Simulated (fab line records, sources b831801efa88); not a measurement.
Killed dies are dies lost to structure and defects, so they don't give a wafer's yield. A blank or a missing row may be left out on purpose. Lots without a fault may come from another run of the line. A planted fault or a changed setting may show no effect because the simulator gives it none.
Which tool did it? | flow gf180mcu | 14 lots, 42 wafers sampled, at 5 steps of a route of 602

WHAT THE GAUGES READ, wafer by wafer
GF_HV_LDD_CD_MEAS_46: target cd 400 nm.
lot  | measured     | on        | cd_nm (nm)
L755 | day 12 17:35 | cd_sem-01 | 398.2 396.1 394.1
L756 | day 12 21:43 | cd_sem-01 | 399.3 401.2 398.3
L758 | day 13 22:44 | cd_sem-02 | 400.9 401.0 399.8
L761 | day 14 23:26 | cd_sem-02 | 400.0 398.7 401.8
L763 | day 15 02:50 | cd_sem-01 | 398.0 397.1 398.3
L764 | day 15 11:54 | cd_sem-01 | 400.7 403.4 403.8
L772 | day 18 11:01 | cd_sem-01 | 402.3 401.7 399.8
L771 | day 18 11:04 | cd_sem-02 | 402.0 401.1 399.6
L773 | day 18 20:19 | cd_sem-02 | 399.4 399.4 400.1
L774 | day 19 08:02 | cd_sem-02 | 400.1 399.0 400.4
L775 | day 19 19:24 | cd_sem-02 | 401.0 398.0 396.8
L776 | day 19 19:36 | cd_sem-01 | 401.6 399.9 398.5
L777 | day 20 07:09 | cd_sem-01 | 403.2 400.3 401.2
L778 | day 20 17:50 | cd_sem-02 | 402.0 398.8 402.5

GF_NSD_CD_MEAS_07: target cd 400 nm.
lot  | measured     | on        | cd_nm (nm)
L755 | day 13 17:21 | cd_sem-01 | 400.9 400.7 399.6
L756 | day 13 21:30 | cd_sem-01 | 400.4 401.7 404.0
L758 | day 14 22:14 | cd_sem-01 | 401.8 403.0 401.0
L761 | day 16 00:20 | cd_sem-02 | 398.2 398.4 399.4
L763 | day 16 05:17 | cd_sem-02 | 398.3 398.8 397.4
L764 | day 16 13:16 | cd_sem-01 | 397.6 398.1 399.8
L772 | day 19 16:48 | cd_sem-02 | 396.9 397.5 397.2
L771 | day 19 17:11 | cd_sem-01 | 399.1 397.6 399.3
L773 | day 20 00:23 | cd_sem-02 | 401.3 399.7 401.7
L774 | day 20 12:14 | cd_sem-02 | 402.1 399.8 401.4
L775 | day 21 00:46 | cd_sem-02 | 399.1 399.5 399.7
L776 | day 20 23:11 | cd_sem-01 | 400.1 400.0 400.3
L777 | day 21 10:43 | cd_sem-02 | 400.0 400.5 400.8
L778 | day 21 21:02 | cd_sem-01 | 399.6 398.7 397.3

GF_PSD_CD_MEAS_07: target cd 400 nm.
lot  | measured     | on        | cd_nm (nm)
L755 | day 14 13:46 | cd_sem-02 | 397.8 398.4 400.5
L756 | day 14 18:03 | cd_sem-01 | 398.8 401.6 398.9
L758 | day 15 20:44 | cd_sem-01 | 395.2 395.1 395.0
L761 | day 16 22:59 | cd_sem-01 | 413.8 415.9 415.1
L763 | day 17 04:13 | cd_sem-02 | 395.8 396.0 398.2
L764 | day 17 13:15 | cd_sem-01 | 412.2 411.1 410.9
L772 | day 20 17:35 | cd_sem-01 | 404.1 401.5 401.0
L771 | day 20 17:54 | cd_sem-01 | 402.0 403.3 402.2
L773 | day 21 01:13 | cd_sem-02 | 399.6 399.7 398.5
L774 | day 21 13:10 | cd_sem-01 | 398.8 400.6 398.4
L775 | day 22 01:26 | cd_sem-02 | 402.4 399.7 399.6
L776 | day 22 00:12 | cd_sem-01 | 396.8 396.3 397.6
L777 | day 22 10:52 | cd_sem-02 | 402.9 401.4 403.9
L778 | day 22 21:11 | cd_sem-01 | 404.1 403.4 402.1

WHICH TOOL RAN EACH LOT (tool, then ch and the chambers of the sampled wafers, then the start)
lot  | GF_HV_LDD_STRIP_49                   | GF_PSD_DEVELOP_06
L755 | plasma_asher-02 ch 0,1, day 12 17:52 | litho_track-04 ch 0, day 14 13:37
L756 | plasma_asher-02 ch 0,1, day 12 21:59 | litho_track-03 ch 0, day 14 17:54
L758 | plasma_asher-03 ch 0,1, day 13 23:02 | litho_track-03 ch 0, day 15 20:35
L761 | plasma_asher-03 ch 0,1, day 14 23:44 | litho_track-01 ch 0, day 16 22:43
L763 | plasma_asher-04 ch 1, day 15 03:08   | litho_track-03 ch 0, day 17 04:04
L764 | plasma_asher-02 ch 0,1, day 15 12:12 | litho_track-01 ch 0, day 17 13:07
L772 | plasma_asher-04 ch 0,1, day 18 11:17 | litho_track-01 ch 0, day 20 17:26
L771 | plasma_asher-02 ch 0,1, day 18 11:22 | litho_track-01 ch 0, day 20 17:46
L773 | plasma_asher-04 ch 0,1, day 18 20:37 | litho_track-03 ch 0, day 21 01:04
L774 | plasma_asher-03 ch 0,1, day 19 08:20 | litho_track-01 ch 0, day 21 13:01
L775 | plasma_asher-03 ch 0,1, day 19 19:41 | litho_track-01 ch 0, day 22 01:17
L776 | plasma_asher-04 ch 0,1, day 19 19:54 | litho_track-01 ch 0, day 22 00:04
L777 | plasma_asher-03 ch 0,1, day 20 07:27 | litho_track-03 ch 0, day 22 10:43
L778 | plasma_asher-03 ch 0,1, day 20 18:08 | litho_track-04 ch 0, day 22 21:02
- GF_HV_LDD_STRIP_49: strips in O2/N2.
- GF_PSD_DEVELOP_06: develop time 60 s.

WHAT THE TOOLS THEMSELVES READ (means of the sampled wafers that have a number; where no wafer has one, the mark that the record gives instead)
GF_HV_LDD_STRIP_49.
lot  | tool            | drypump_motor_current_A (A) | heater_power_w (W) | oes_product_au (a.u.) | strip_time_to_endpoint_s (s)
L755 | plasma_asher-02 | 5.6                         | 290                | 0.717                 | 12.65
L756 | plasma_asher-02 | 5.7                         | 326                | 0.712                 | 12.60
L758 | plasma_asher-03 | 5.4                         | 309                | 0.717                 | 12.70
L761 | plasma_asher-03 | 5.3                         | 306                | 0.712                 | 12.65
L763 | plasma_asher-04 | 6.2                         | 321                | 0.716                 | 12.66
L764 | plasma_asher-02 | 5.7                         | 325                | 0.714                 | 12.64
L772 | plasma_asher-04 | 5.6                         | 343                | 0.717                 | 12.68
L771 | plasma_asher-02 | 5.7                         | 293                | 0.716                 | 12.62
L773 | plasma_asher-04 | 5.9                         | 328                | 0.714                 | 12.66
L774 | plasma_asher-03 | 5.3                         | 313                | 0.719                 | 12.59
L775 | plasma_asher-03 | 5.4                         | 307                | 0.717                 | 12.66
L776 | plasma_asher-04 | 5.6                         | 346                | 0.718                 | 12.65
L777 | plasma_asher-03 | 5.4                         | 303                | 0.713                 | 12.64
L778 | plasma_asher-03 | 5.3                         | 304                | 0.713                 | 12.68

THE ANSWER, worked out from the rows above alone
Rule: what is usual is taken from the lots themselves. Put in order of their means at a reading, lots are off if they are a third of the lots or fewer, leave a main group of 4 or more, and stand apart from it by a gap of 3 or more times the standard deviation of the main group's means; of several such gaps the widest counts. A main group whose means are all the same, to the digits that the tables above print for the reading, isn't used. A lot without any number at a reading at which 4 lots or more have one is off too. The other lots that the step has rows for count as sound. The gauges are gone through in route order, then the tools' own readings, and for those a lot's mean is taken as printed above. The first step at which some lot is off is used, and at that step the reading that is off furthest; a lot without a number counts as furthest.
Off: L761, L764, at GF_PSD_CD_MEAS_07 (cd_nm). The main group: mean 399.8 nm, standard deviation 2.5.
A tool fits if, at a process step before that reading, it ran every lot that is off, and no sound lot after the first of them. The gauges at GF_PSD_CD_MEAS_07 are tried like those tools. None of those tried fits.

WHAT THE SIMULATOR HAD PUT IN
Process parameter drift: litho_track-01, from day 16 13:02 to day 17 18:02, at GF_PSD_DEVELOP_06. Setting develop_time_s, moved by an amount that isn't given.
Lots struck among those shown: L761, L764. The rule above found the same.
